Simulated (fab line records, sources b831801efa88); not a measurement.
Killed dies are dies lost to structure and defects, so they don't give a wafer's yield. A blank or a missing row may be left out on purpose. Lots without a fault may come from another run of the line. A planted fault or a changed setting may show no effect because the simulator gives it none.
Which tool did it? | flow sky130 | 24 lots, 72 wafers sampled, at 4 steps of a route of 708

WHAT THE GAUGES READ, wafer by wafer
SKY_VIA1_THK_MEAS_23: measures by xrf.
lot  | measured     | on            | VIA1_W_THK (nm)
L074 | day 33 21:49 | film_metro-04 | 270 261 260
L075 | day 34 00:31 | film_metro-04 | 267 275 265
L076 | day 34 18:47 | film_metro-01 | 264 260 264
L077 | day 35 08:03 | film_metro-04 | 276 272 274
L079 | day 35 22:04 | film_metro-01 | 273 271 268
L078 | day 36 00:19 | film_metro-02 | 266 272 265
L080 | day 36 09:42 | film_metro-02 | 267 264 266
L081 | day 36 17:17 | film_metro-02 | 266 275 262
L082 | day 36 17:37 | film_metro-01 | 262 263 261
L083 | day 36 17:44 | film_metro-04 | 265 269 267
L084 | day 37 07:13 | film_metro-04 | 263 263 266
L085 | day 37 16:47 | film_metro-02 | 274 273 270
L086 | day 37 20:48 | film_metro-04 | 263 267 264
L087 | day 38 12:50 | film_metro-01 | 265 265 267
L088 | day 38 14:34 | film_metro-04 | 265 279 266
L089 | day 38 20:46 | film_metro-02 | 271 270 270
L090 | day 39 06:18 | film_metro-02 | 275 276 277
L092 | day 40 00:06 | film_metro-04 | 275 269 275
L091 | day 40 05:34 | film_metro-01 | 268 266 267
L093 | day 40 05:55 | film_metro-02 | 273 272 273
L094 | day 40 07:04 | film_metro-02 | 263 264 265
L095 | day 40 16:53 | film_metro-04 | 273 275 273
L096 | day 40 20:31 | film_metro-04 | 269 267 269
L097 | day 41 00:17 | film_metro-04 | 270 269 270

WHICH TOOL RAN EACH LOT (tool, then ch and the chambers of the sampled wafers, then the start)
lot  | SKY_CONTACT_SPUTTER_23       | SKY_METAL1_SPUTTER_02        | SKY_VIA1_SPUTTER_20
L074 | pvd_sputter-04, day 31 11:44 | pvd_sputter-02, day 31 12:26 | pvd_sputter-04, day 33 21:32
L075 | pvd_sputter-02, day 31 13:49 | pvd_sputter-02, day 31 14:31 | pvd_sputter-04, day 34 00:14
L076 | pvd_sputter-02, day 32 09:43 | pvd_sputter-02, day 32 10:25 | pvd_sputter-04, day 34 18:31
L077 | pvd_sputter-02, day 32 22:53 | pvd_sputter-04, day 32 23:35 | pvd_sputter-03, day 35 07:46
L079 | pvd_sputter-03, day 33 13:44 | pvd_sputter-04, day 33 14:26 | pvd_sputter-04, day 35 21:47
L078 | pvd_sputter-02, day 33 15:29 | pvd_sputter-04, day 33 16:11 | pvd_sputter-03, day 36 00:01
L080 | pvd_sputter-02, day 34 00:38 | pvd_sputter-04, day 34 01:20 | pvd_sputter-04, day 36 09:26
L081 | pvd_sputter-02, day 34 07:58 | pvd_sputter-04, day 34 08:40 | pvd_sputter-03, day 36 16:59
L082 | pvd_sputter-02, day 34 09:07 | pvd_sputter-04, day 34 09:49 | pvd_sputter-01, day 36 17:20
L083 | pvd_sputter-02, day 34 10:13 | pvd_sputter-04, day 34 10:55 | pvd_sputter-04, day 36 17:28
L084 | pvd_sputter-02, day 34 22:16 | pvd_sputter-04, day 34 22:59 | pvd_sputter-04, day 37 06:56
L085 | pvd_sputter-03, day 35 08:30 | pvd_sputter-01, day 35 09:13 | pvd_sputter-01, day 37 16:31
L086 | pvd_sputter-04, day 35 14:06 | pvd_sputter-01, day 35 14:55 | pvd_sputter-03, day 37 20:31
L087 | pvd_sputter-03, day 36 06:10 | pvd_sputter-02, day 36 06:52 | pvd_sputter-03, day 38 12:34
L088 | pvd_sputter-03, day 36 07:41 | pvd_sputter-04, day 36 08:23 | pvd_sputter-04, day 38 14:17
L089 | pvd_sputter-02, day 36 14:14 | pvd_sputter-04, day 36 14:56 | pvd_sputter-03, day 38 20:28
L090 | pvd_sputter-03, day 36 23:56 | pvd_sputter-02, day 37 00:38 | pvd_sputter-04, day 39 06:01
L092 | pvd_sputter-04, day 37 18:15 | pvd_sputter-04, day 37 18:56 | pvd_sputter-04, day 39 23:49
L091 | pvd_sputter-02, day 37 23:14 | pvd_sputter-02, day 37 23:55 | pvd_sputter-04, day 40 05:17
L093 | pvd_sputter-04, day 37 23:32 | pvd_sputter-01, day 38 00:14 | pvd_sputter-03, day 40 05:38
L094 | pvd_sputter-03, day 38 01:21 | pvd_sputter-02, day 38 02:02 | pvd_sputter-04, day 40 06:47
L095 | pvd_sputter-03, day 38 10:54 | pvd_sputter-01, day 38 11:36 | pvd_sputter-04, day 40 16:37
L096 | pvd_sputter-04, day 38 15:20 | pvd_sputter-04, day 38 16:02 | pvd_sputter-04, day 40 20:14
L097 | pvd_sputter-04, day 38 19:23 | pvd_sputter-02, day 38 20:07 | pvd_sputter-03, day 41 00:01
- SKY_CONTACT_SPUTTER_23: material TiN, target thk 20 nm, time 80 s.
- SKY_METAL1_SPUTTER_02: material AlCu, target thk 250 nm, time 13.3 s.
- SKY_VIA1_SPUTTER_20: material TiN, target thk 20 nm, time 80 s.

WHAT THE TOOLS THEMSELVES READ (means of the sampled wafers that have a number; where no wafer has one, the mark that the record gives instead)
SKY_CONTACT_SPUTTER_23.
lot  | tool           | throttle_valve_pct (%)
L074 | pvd_sputter-04 | 30.6
L075 | pvd_sputter-02 | 29.1
L076 | pvd_sputter-02 | 29.0
L077 | pvd_sputter-02 | 29.0
L079 | pvd_sputter-03 | 29.8
L078 | pvd_sputter-02 | 28.9
L080 | pvd_sputter-02 | 29.0
L081 | pvd_sputter-02 | 29.1
L082 | pvd_sputter-02 | 28.8
L083 | pvd_sputter-02 | 29.1
L084 | pvd_sputter-02 | 29.2
L085 | pvd_sputter-03 | 30.0
L086 | pvd_sputter-04 | 30.5
L087 | pvd_sputter-03 | 29.9
L088 | pvd_sputter-03 | 30.1
L089 | pvd_sputter-02 | 29.1
L090 | pvd_sputter-03 | 29.8
L092 | pvd_sputter-04 | 30.9
L091 | pvd_sputter-02 | 28.9
L093 | pvd_sputter-04 | 30.6
L094 | pvd_sputter-03 | 29.9
L095 | pvd_sputter-03 | 30.3
L096 | pvd_sputter-04 | 30.4
L097 | pvd_sputter-04 | 30.7

SKY_METAL1_SPUTTER_02.
lot  | tool           | throttle_valve_pct (%)
L074 | pvd_sputter-02 | 29.2
L075 | pvd_sputter-02 | 29.1
L076 | pvd_sputter-02 | 29.2
L077 | pvd_sputter-04 | 31.1
L079 | pvd_sputter-04 | 30.4
L078 | pvd_sputter-04 | 30.6
L080 | pvd_sputter-04 | 30.6
L081 | pvd_sputter-04 | 30.7
L082 | pvd_sputter-04 | 30.9
L083 | pvd_sputter-04 | 30.6
L084 | pvd_sputter-04 | 31.1
L085 | pvd_sputter-01 | 30.2
L086 | pvd_sputter-01 | 30.1
L087 | pvd_sputter-02 | 28.9
L088 | pvd_sputter-04 | 30.7
L089 | pvd_sputter-04 | 30.0
L090 | pvd_sputter-02 | 29.0
L092 | pvd_sputter-04 | 31.0
L091 | pvd_sputter-02 | 29.1
L093 | pvd_sputter-01 | 30.7
L094 | pvd_sputter-02 | 29.0
L095 | pvd_sputter-01 | 30.4
L096 | pvd_sputter-04 | 31.2
L097 | pvd_sputter-02 | 29.0

SKY_VIA1_SPUTTER_20.
lot  | tool           | throttle_valve_pct (%)
L074 | pvd_sputter-04 | 30.5
L075 | pvd_sputter-04 | 30.6
L076 | pvd_sputter-04 | 30.5
L077 | pvd_sputter-03 | 29.9
L079 | pvd_sputter-04 | 31.1
L078 | pvd_sputter-03 | 29.8
L080 | pvd_sputter-04 | 30.9
L081 | pvd_sputter-03 | 30.2
L082 | pvd_sputter-01 | 29.8
L083 | pvd_sputter-04 | 31.0
L084 | pvd_sputter-04 | 30.6
L085 | pvd_sputter-01 | 30.3
L086 | pvd_sputter-03 | 30.1
L087 | pvd_sputter-03 | 30.0
L088 | pvd_sputter-04 | 30.7
L089 | pvd_sputter-03 | 29.5
L090 | pvd_sputter-04 | 30.5
L092 | pvd_sputter-04 | 30.8
L091 | pvd_sputter-04 | 30.4
L093 | pvd_sputter-03 | 29.4
L094 | pvd_sputter-04 | 30.7
L095 | pvd_sputter-04 | 30.7
L096 | pvd_sputter-04 | 30.5
L097 | pvd_sputter-03 | 29.8

THE ANSWER, worked out from the rows above alone
Rule: what is usual is taken from the lots themselves. Put in order of their means at a reading, lots are off if they are a third of the lots or fewer, leave a main group of 4 or more, and stand apart from it by a gap of 3 or more times the standard deviation of the main group's means; of several such gaps the widest counts. A main group whose means are all the same, to the digits that the tables above print for the reading, isn't used. A lot without any number at a reading at which 4 lots or more have one is off too. The other lots that the step has rows for count as sound. The gauges are gone through in route order, then the tools' own readings, and for those a lot's mean is taken as printed above. The first step at which some lot is off is used, and at that step the reading that is off furthest; a lot without a number counts as furthest.
No lot is off at any reading shown: from this, nothing can be told.

WHAT THE SIMULATOR HAD PUT IN
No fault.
